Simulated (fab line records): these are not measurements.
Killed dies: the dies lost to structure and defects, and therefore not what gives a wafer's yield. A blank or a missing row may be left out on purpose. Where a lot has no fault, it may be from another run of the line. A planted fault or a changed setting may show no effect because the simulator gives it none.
Chamber matching    flow gf180mcu    3 sister chambers for GF_PASSIVATION_CVD_00 on pecvd-03
The step deposits SiO2 from TEOS, target thk 1000 nm, time 111.95 s. 6 wafers are shown with their chamber, then 8 later ones without.

== WAFERS, EACH WITH ITS CHAMBER ==
wafer   chamber  heaterPowerW (W)
L147.5  1        731
L148.4  2        675
L152.1  1        636
L152.2  2        657
L152.4  0        688
L156.2  0        593

== WAFERS MISSING THEIR CHAMBER ==
wafer   heaterPowerW (W)
L156.3  691
L156.6  655
L163.1  607
L163.2  700
L163.5  767
L167.1  570
L167.3  698
L167.4  740

== WHICH CHAMBER EACH WENT THROUGH ==
wafer   from the rows above           in truth
L156.3  can't be placed: 1 or 2 or 0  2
L156.6  can't be placed: 2 or 0 or 1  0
L163.1  can't be placed: 0 or 2 or 1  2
L163.2  can't be placed: 1 or 2 or 0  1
L163.5  can't be placed: 1 or 2 or 0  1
L167.1  can't be placed: 0 or 2 or 1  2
L167.3  can't be placed: 1 or 2 or 0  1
L167.4  can't be placed: 1 or 2 or 0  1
Correctly placed: 0 of 8. Cannot be placed on the basis of these rows: 8; the candidates contain the true chamber in 8. 0 placed wrongly.
How it was worked out, from the rows above alone: a wafer's distance from a chamber is the root of the sum, over the readings, of the square of ((its reading less the chamber's mean) divided by the reading's scatter). The wafer belongs to the nearest chamber; if the next one is less than 2 further off, it can't be placed. A chamber's mean is the mean of its shown wafers. The scatter: the root of (the sum of the squares of (reading less its chamber's mean) over the shown wafers, divided by (wafers less chambers)).
